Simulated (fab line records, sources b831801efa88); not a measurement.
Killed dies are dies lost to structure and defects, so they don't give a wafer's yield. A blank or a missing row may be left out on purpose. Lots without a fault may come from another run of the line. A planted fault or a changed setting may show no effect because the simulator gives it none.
Chamber matching | flow gf180mcu | GF_CONTACT_CVD_02 on pecvd-03: 3 sister chambers
The step deposits SiO2 from TEOS, target thk 860 nm, time 95.992 s. 6 wafers are shown with their chamber, then 8 later ones without.

WAFERS WITH THEIR CHAMBER
wafer  | chamber | heater_power_w (W)
L533.6 | 2       | 594
L537.4 | 0       | 657
L540.2 | 0       | 667
L540.5 | 1       | 699
L540.6 | 2       | 755
L545.1 | 1       | 732

WAFERS WITHOUT THEIR CHAMBER
wafer  | heater_power_w (W)
L545.2 | 730
L545.3 | 654
L549.1 | 732
L549.3 | 580
L549.4 | 716
L551.1 | 652
L551.2 | 693
L551.6 | 721

WHICH CHAMBER EACH WENT THROUGH
wafer  | from the rows above          | in truth
L545.2 | can't be placed: 1 or 2 or 0 | 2
L545.3 | can't be placed: 0 or 2 or 1 | 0
L549.1 | can't be placed: 1 or 2 or 0 | 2
L549.3 | can't be placed: 0 or 2 or 1 | 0
L549.4 | can't be placed: 1 or 2 or 0 | 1
L551.1 | can't be placed: 0 or 2 or 1 | 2
L551.2 | can't be placed: 2 or 1 or 0 | 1
L551.6 | can't be placed: 1 or 2 or 0 | 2
Placed correctly: 0 of 8. Can't be placed from these rows: 8 (the true chamber is among the candidates in 8). Placed wrongly: 0.
How it was worked out, from the rows above alone: a wafer's distance from a chamber is the root of the sum, over the readings, of the square of ((its reading less the chamber's mean) divided by the reading's scatter). The wafer belongs to the nearest chamber; if the next one is less than 2 further off, it can't be placed. A chamber's mean is the mean of its shown wafers. The scatter: the root of (the sum of the squares of (reading less its chamber's mean) over the shown wafers, divided by (wafers less chambers)).
